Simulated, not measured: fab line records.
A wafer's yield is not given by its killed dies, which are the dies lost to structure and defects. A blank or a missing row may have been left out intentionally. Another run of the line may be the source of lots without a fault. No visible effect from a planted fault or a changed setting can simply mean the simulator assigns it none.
A single fault, viewed from 2 desks ; flow sky130 ; each desk has only its own numbers; what lay behind them comes last

## THE METROLOGY DESK
Means of the sampled wafers that have a number, per lot and without regard to the tool the lot ran on: this is what the gauges read. If a lot's mean is further than 4 standard deviations from the usual mean, the lot is out of limits and carries the mark OUT (the distance appears in the brackets).
Columns: A = INCOMING_BOW at SKY_FIELD_ISO_BOW_MEAS_00, usual 0 um
lot;first seen here;A
L672;day 1 10:01;2
L674;day 1 20:02;0
L675;day 2 01:01;-2
L676;day 2 06:02;2
L677;day 2 11:00;2
L681;day 3 07:00;1
L682;day 3 12:01;3
L683;day 3 17:00;-2
L684;day 3 22:00;5
L690;day 5 04:02;2
L694;day 6 00:00;-1
L695;day 6 05:01;-0
Finding of this desk: none of the 12 lots has anything out of limits.

## THE TOOL OWNER'S DESK: rie_si-01
The tool's own readings at SKY_FIELD_ISO_ETCH_17 (etches Si in HBr/Cl2/O2, target depth 342 nm, time 97.7 s): means of the sampled wafers that have a number, for each lot that ran on this tool. If a lot's mean is further than 4 standard deviations from the usual mean, the lot is out of limits and carries the mark OUT (the distance appears in the brackets).
Columns: A = drypump_motor_current_A at SKY_FIELD_ISO_ETCH_17, usual 5.7 A; B = oes_product_au at SKY_FIELD_ISO_ETCH_17, usual 1.005 a.u.; C = rf_fwd_power_W at SKY_FIELD_ISO_ETCH_17, usual 596.7 W; D = run_length_s at SKY_FIELD_ISO_ETCH_17, usual 126.1 s; E = throttle_valve_pct at SKY_FIELD_ISO_ETCH_17, usual 25.653 %
lot;first seen here;A;B;C;D;E
L672;day 2 07:13;6.0;1.020;599.6;125.9;25.637
L675;day 2 21:52;6.1;1.009;598.2;125.9;25.647
L676;day 3 02:05;5.7;1.009;597.6;126.5;25.638
L677;day 3 08:31;5.7;0.994;598.3;126.3;25.663
L681;day 4 04:26;6.2;1.000;598.0;122.1 (-7.5) OUT;25.651
L682;day 4 09:56;6.2;1.013;598.9;122.1 (-7.5) OUT;25.646
L683;day 4 16:41;5.7;0.992;599.5;122.3 (-7.2) OUT;25.664
L684;day 4 19:47;6.4;1.022;597.6;121.6 (-8.4) OUT;25.649
Finding of this desk: L681, L682, L683, L684 out of limits; the first was L681 at day 4 04:26, on run_length_s at SKY_FIELD_ISO_ETCH_17. Within limits: L672, L675, L676, L677.

## ALL TOGETHER
The tool owner's desk had the chance to raise an alarm at day 4 04:26 on L681, L682, L683, L684.
The metrology desk saw nothing out of limits.
The metrology desk holds a record of L681, L682, L683, L684, inside its limits.
All the named lots went through SKY_FIELD_ISO_ETCH_17 on rie_si-01.

## WHAT WAS PUT IN BY THE SIMULATOR
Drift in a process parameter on rie_si-01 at SKY_FIELD_ISO_ETCH_17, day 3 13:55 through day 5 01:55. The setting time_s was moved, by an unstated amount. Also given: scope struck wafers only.
Struck lots among those shown: L681, L682, L683, L684.
Delay in hours, fault start to first out-of-limits reading, by desk: the tool owner's desk at 15.
